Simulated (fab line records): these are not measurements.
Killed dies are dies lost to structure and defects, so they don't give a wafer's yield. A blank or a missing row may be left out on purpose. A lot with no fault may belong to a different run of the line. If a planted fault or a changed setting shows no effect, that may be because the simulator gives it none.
What tool caused it? ; flow sky130 ; 33 wafers from 11 lots sampled at 6 of the route's 708 steps

## WHAT THE GAUGES READ, wafer by wafer
SKY_RES_PROTECT_TW_MEAS_08. Usual: for POLY_GATE_TW the level is 4019 and the standard deviation is 38.
lot;measured;on;POLY_GATE_TW;flag
L351;day 15 07:11;film-metro-02;3992 3978 3977;
L357;day 17 19:47;film-metro-01;3987 3991 3999;
L356;day 17 20:04;film-metro-02;3984 3971 3961;
L358;day 18 00:25;film-metro-01;3978 4013 3979;
L359;day 18 12:25;film-metro-02;3987 4001 3986;
L360;day 19 03:47;film-metro-03;3784 3789 3783;OFF
L362;day 19 14:11;film-metro-03;3794 3776 3797;OFF
L364;day 20 08:46;film-metro-02;3988 3993 3986;
L366;day 20 17:46;film-metro-01;3970 3963 3970;
L367;day 20 22:26;film-metro-01;3973 3954 3985;
L373;day 23 01:13;film-metro-03;4065 4058 4056;

SKY_POLY_GATE_THK_MEAS_21. Usual: for POLY_GATE_OXIDATION_THK the level is 3.98 nm and the standard deviation is 0.087.
lot;measured;on;POLY_GATE_OXIDATION_THK (nm);flag
L351;day 16 15:35;film-metro-03;4.04 4.08 3.98;
L357;day 19 07:43;film-metro-03;3.87 3.91 3.96;
L356;day 19 08:57;film-metro-03;4.00 3.88 3.91;
L358;day 19 12:39;film-metro-03;4.13 4.04 4.05;
L359;day 21 04:20;film-metro-03;4.08 4.13 4.16;
L360;day 21 06:46;film-metro-04;3.83 3.98 3.91;
L362;day 21 06:47;film-metro-01;3.97 4.05 3.99;
L364;day 21 15:13;film-metro-04;3.94 4.02 4.10;
L366;day 22 05:09;film-metro-01;4.04 3.95 3.97;
L367;day 22 09:29;film-metro-01;3.92 3.90 3.98;
L373;day 24 09:58;film-metro-03;3.94 4.02 3.87;

## EACH LOT AND THE TOOL THAT RAN IT (in order: tool; ch and the chambers of the sampled wafers; start)
lot;SKY_RES_PROTECT_SOFTBAKE_03;SKY_POLY_GATE_IMPLANT_02;SKY_RES_PROTECT_STRIP_07;SKY_POLY_GATE_ETCH_16
L351;litho-track-01 ch 0, day 14 18:13;implanter-01 ch 0, day 15 06:58;plasma-asher-03 ch 0,1, day 15 07:06;rie-diel-01 ch 0,2,3, day 16 10:58
L357;litho-track-01 ch 0, day 17 05:01;implanter-04 ch 0, day 17 19:34;plasma-asher-01 ch 0,1, day 17 19:41;rie-diel-02 ch 0,2,3, day 19 06:00
L356;litho-track-03 ch 0, day 17 05:26;implanter-01 ch 0, day 17 19:50;plasma-asher-01 ch 0,1, day 17 19:58;rie-diel-01 ch 0,1,2, day 19 06:39
L358;litho-track-01 ch 0, day 17 09:02;implanter-04 ch 0, day 18 00:11;plasma-asher-01 ch 0, day 18 00:19;rie-diel-02 ch 0,1, day 19 10:00
L359;litho-track-02 ch 0, day 17 22:09;implanter-04 ch 0, day 18 12:12;plasma-asher-03 ch 0,1, day 18 12:19;rie-diel-02 ch 0,1,3, day 21 02:09
L360;litho-track-02 ch 0, day 18 12:39;implanter-04 ch 0, day 19 03:35;plasma-asher-03 ch 0,1, day 19 03:41;rie-diel-01 ch 2,3, day 21 03:38
L362;litho-track-01 ch 0, day 18 23:16;implanter-04 ch 0, day 19 13:58;plasma-asher-03 ch 0,1, day 19 14:05;rie-diel-01 ch 0,2,3, day 21 04:53
L364;litho-track-01 ch 0, day 19 17:20;implanter-02 ch 0, day 20 08:32;plasma-asher-04 ch 0,1, day 20 08:40;rie-diel-03 ch 0,2,3, day 21 13:38
L366;litho-track-02 ch 0, day 20 03:47;implanter-02 ch 0, day 20 17:31;plasma-asher-03 ch 0,1, day 20 17:40;rie-diel-03 ch 1,2, day 22 03:35
L367;litho-track-03 ch 0, day 20 10:29;implanter-02 ch 0, day 20 22:11;plasma-asher-03 ch 0,1, day 20 22:19;rie-diel-03 ch 1,2,3, day 22 07:55
L373;litho-track-01 ch 0, day 22 10:46;implanter-01 ch 0, day 23 00:49;plasma-asher-01 ch 0,1, day 23 01:07;rie-diel-01 ch 0,1,2, day 24 08:25
- SKY_RES_PROTECT_SOFTBAKE_03: time 62.21 s.
- SKY_POLY_GATE_IMPLANT_02
- SKY_RES_PROTECT_STRIP_07: strips in O2/N2.
- SKY_POLY_GATE_ETCH_16: etches Si3N4 in CH3F/O2, stops on poly-Si, time 147.5 s, target depth 75 nm.

## AS READ BY THE TOOLS THEMSELVES (means over the sampled wafers that have a number; for cases with no such wafer, the mark the record gives instead)
SKY_RES_PROTECT_SOFTBAKE_03. Usual: exhaust-pa 45.4 Pa, standard deviation 0.89; plate-sensor-t-centre-C 90.757 C, standard deviation 0.0098; plate-sensor-t-edge-C 90.829 C, standard deviation 0.0092.
lot;tool;exhaust-pa (Pa);plate-sensor-t-centre-C (C);plate-sensor-t-edge-C (C);flag
L351;litho-track-01;45.1;90.763;90.828;
L357;litho-track-01;44.5;90.760;90.828;
L356;litho-track-03;44.9;90.757;90.826;
L358;litho-track-01;45.6;90.765;90.829;
L359;litho-track-02;45.5;90.757;90.828;
L360;litho-track-02;44.8;90.760;90.844;
L362;litho-track-01;46.1;90.757;90.823;
L364;litho-track-01;46.0;90.754;90.832;
L366;litho-track-02;45.0;90.756;90.830;
L367;litho-track-03;46.1;90.755;90.829;
L373;litho-track-01;45.7;90.755;90.824;

SKY_POLY_GATE_IMPLANT_02. Usual: beam-on-s 34.4 s, standard deviation 1.8; dose-ions-cm2 7.699e+15, standard deviation 8e+12; end-station-pressure-torr 1.11e-05 Torr, standard deviation 7.3e-07.
lot;tool;beam-on-s (s);dose-ions-cm2;end-station-pressure-torr (Torr);flag
L351;implanter-01;34.9;7.691e+15;1.09e-05;
L357;implanter-04;32.6;7.698e+15;1.15e-05;
L356;implanter-01;34.7;7.706e+15;1.01e-05;
L358;implanter-04;32.1;7.696e+15;1.17e-05;
L359;implanter-04;32.7;7.700e+15;1.19e-05;
L360;implanter-04;14.6;3.388e+15;1.45e-05;OFF
L362;implanter-04;14.3;3.396e+15;1.46e-05;OFF
L364;implanter-02;36.5;7.703e+15;1.05e-05;
L366;implanter-02;36.5;7.703e+15;1.05e-05;
L367;implanter-02;36.1;7.702e+15;1.05e-05;
L373;implanter-01;34.9;7.698e+15;1.08e-05;

SKY_RES_PROTECT_STRIP_07. Usual: drypump-motor-current-A 5.9 A, standard deviation 0.4; oes-product-au 0.518 a.u., standard deviation 0.0048; strip-time-to-endpoint-s 23.29 s, standard deviation 0.041.
lot;tool;drypump-motor-current-A (A);oes-product-au (a.u.);strip-time-to-endpoint-s (s);flag
L351;plasma-asher-03;6.0;0.518;23.28;
L357;plasma-asher-01;5.7;0.521;23.29;
L356;plasma-asher-01;5.8;0.512;23.29;
L358;plasma-asher-01;5.9;0.517;23.28;
L359;plasma-asher-03;6.3;0.517;23.27;
L360;plasma-asher-03;6.0;0.563;20.01;OFF
L362;plasma-asher-03;6.0;0.566;20.00;OFF
L364;plasma-asher-04;5.9;0.518;23.29;
L366;plasma-asher-03;6.3;0.515;23.28;
L367;plasma-asher-03;6.0;0.522;23.33;
L373;plasma-asher-01;5.7;0.517;23.32;

SKY_POLY_GATE_ETCH_16. Usual: drypump-motor-current-A 5.8 A, standard deviation 0.47; oes-product-au 0.642 a.u., standard deviation 0.0052; throttle-valve-pct 10.535 %, standard deviation 0.0092.
lot;tool;drypump-motor-current-A (A);oes-product-au (a.u.);throttle-valve-pct (%);flag
L351;rie-diel-01;5.6;0.640;10.533;
L357;rie-diel-02;6.1;0.642;10.530;
L356;rie-diel-01;5.2;0.647;10.530;
L358;rie-diel-02;5.9;0.641;10.523;
L359;rie-diel-02;5.9;0.641;10.537;
L360;rie-diel-01;5.8;0.641;10.531;
L362;rie-diel-01;5.6;0.643;10.534;
L364;rie-diel-03;6.1;0.639;10.533;
L366;rie-diel-03;6.0;0.647;10.545;
L367;rie-diel-03;5.8;0.645;10.539;
L373;rie-diel-01;5.2;0.639;10.537;

## THE ANSWER, worked out from the rows above alone
Rule: a lot counts as off when the mean over its wafers that have a number is more than 3 standard deviations away from the usual mean. Also off: a lot with no number at a reading for which 4 or more lots have one. All remaining lots with rows at the step are treated as sound. First the gauges in route order, then the tools' own readings, where a lot's mean is used as printed above. The first step at which some lot is off is used, and at that step the reading that is off furthest; a lot without a number counts as furthest.
Off: at SKY_RES_PROTECT_TW_MEAS_08 (POLY_GATE_TW), L360, L362.
If a tool, at a process step before that reading, ran all the lots that are off and no sound lot after the first of them, it fits. Not tried: the gauges at SKY_RES_PROTECT_TW_MEAS_08; whatever is off there is also off at SKY_POLY_GATE_IMPLANT_02, on other tools, and gauge error can't account for it. One fits: implanter-04 at SKY_POLY_GATE_IMPLANT_02. Its last sound lot is L359 (day 18 12:12), its first lot that is off L360 (day 19 03:35): a fault that began between those two fits.
The tool's own readings at SKY_POLY_GATE_IMPLANT_02 bear it out: on the lots that are off they differ by more than 5 times the standard deviation of the sound lots' means. beam-on-s reads 14.4 s there against 34.6 s on the sound lots; dose-ions-cm2 reads 3.392e+15 there against 7.700e+15 on the sound lots; end-station-pressure-torr reads 1.46e-05 Torr there against 1.09e-05 Torr on the sound lots.

## WHAT HAD BEEN PUT IN BY THE SIMULATOR
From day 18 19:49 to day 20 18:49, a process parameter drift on implanter-04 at SKY_POLY_GATE_IMPLANT_02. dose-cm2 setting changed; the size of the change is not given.
Lots struck among those shown: L360, L362. The same result came from the rule above.
